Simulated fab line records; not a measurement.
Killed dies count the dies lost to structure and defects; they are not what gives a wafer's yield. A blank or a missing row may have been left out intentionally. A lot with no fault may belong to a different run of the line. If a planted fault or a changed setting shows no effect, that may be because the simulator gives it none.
Struck lot and sound lot, side by side + flow gf180mcu + 14 out of 602 route steps
Sound: these wafers, L575.1, L575.3, L575.4. The struck wafers were L566.1, L566.5, L566.6. The cause is given at the end.
At each step with rows: each side's tool, then ch and its chambers, then its first start. Under that, the readings that differ: sound wafers + struck wafers + difference of the means + sigmas: that difference in standard deviations of wafers without a fault.
alike: readings with means less than 2 such deviations apart, plus words and numbers identical on both sides. not compared: withheld readings, readings lacking a value on some wafer, bounds such as >300 that could conceal the same value, and numbers that have no deviation in the record and whose values overlap.
Wherever a step has rows on one side only, a row that says differs or no value, or a row with sigmas, the two part there. Numbers that have no deviation but don't overlap get no sigmas and don't part them. Lack of a reading on every wafer of one side parts them only where that side has two or more wafers.

GF_SAB_ETCH_11: etches SiO2 in C4F8/O2/Ar, target depth 55 nm, time 8.5 s.
  sound on rie diel-01 ch 0,2, day 21 00:14; struck on rie diel-03 ch 1,2, day 17 16:54
  alike: oes product au
then, 4 steps without rows for these wafers: GF_SAB_WET_ETCH_12 (etches SiO2 in dHF, target depth 22 nm, time 440 s); GF_SAB_STRIP_13 (strips in O2/N2); GF_SALICIDE_CLEAN_00 (cleans in SC1/SC2, time 150 s); GF_SALICIDE_WET_ETCH_01 (etches SiO2 in dHF, target depth 5 nm, time 100 s).
GF_SALICIDE_SPUTTER_02: material Co, target thk 10 nm, time 20 s.
  struck on pvd sputter-03, day 17 17:14; sound on pvd sputter-01, day 21 00:34
  alike: throttle valve pct
GF_SALICIDE_SPUTTER_03: material TiN, target thk 20 nm, time 16.7 s.
  struck on pvd sputter-03, day 17 17:16; sound on pvd sputter-01, day 21 00:35
  alike: throttle valve pct
GF_SALICIDE_RS_MEAS_04: uses a four-point probe to measure.
  struck on film metro-02, day 17 17:17; sound on film metro-02, day 21 00:37
| reading                  | sound             | struck            | difference | sigmas |
|--------------------------|-------------------|-------------------|------------|--------|
| SALICIDE_TIN_RS (ohm/sq) | 16.59 16.50 16.45 | 16.08 15.93 15.78 | -0.58      | -2     |
GF_SALICIDE_THK_MEAS_05: measures by xrf.
  struck on film metro-02, day 17 17:25; sound on film metro-02, day 21 00:44
  alike: SALICIDE_TIN_THK
GF_SALICIDE_RTA_06: time 30 s.
  sound on rtp anneal-02 ch 0, day 21 00:48; struck on rtp anneal-01 ch 0, day 17 17:28
| reading            | sound             | struck            | difference | sigmas |
|--------------------|-------------------|-------------------|------------|--------|
| lamp power pct (%) | 5.4 5.4 5.4       | 6.3 6.2 6.3       | +0.9       | +2     |
| wafer_temp_C_max   | 531.6 531.9 531.9 | 534.9 533.4 534.5 | +2.5       | +2     |
then, 1 step without rows for these wafers: GF_SALICIDE_WET_ETCH_07 (etches the open film in SPM, target depth 120 nm).
GF_SALICIDE_RTA_08: time 30 s.
  sound on rtp anneal-02 ch 0, day 21 00:59; struck on rtp anneal-02 ch 0, day 17 17:40
  alike: lamp power pct, wafer_temp_C_max
GF_CONTACT_CVD_00: deposits SiO2, target thk 300 nm, time 50 s.
  sound on hdpcvd-02 ch 1,2, day 21 01:05; struck on hdpcvd-02 ch 1,2, day 17 17:46
  no value came back on the struck wafers for pressure mtorr (mTorr), run length s (s); on the sound wafers pressure mtorr (mTorr) reads 6.014 6.021 5.997
following that, these wafers have no rows for 1 step: GF_PASSIVATION_PROBE_99.

## WHERE THEY PART
Last at GF_CONTACT_CVD_00 as far as this record goes, first at GF_SALICIDE_RS_MEAS_04.

WHY: the cause the simulator had injected
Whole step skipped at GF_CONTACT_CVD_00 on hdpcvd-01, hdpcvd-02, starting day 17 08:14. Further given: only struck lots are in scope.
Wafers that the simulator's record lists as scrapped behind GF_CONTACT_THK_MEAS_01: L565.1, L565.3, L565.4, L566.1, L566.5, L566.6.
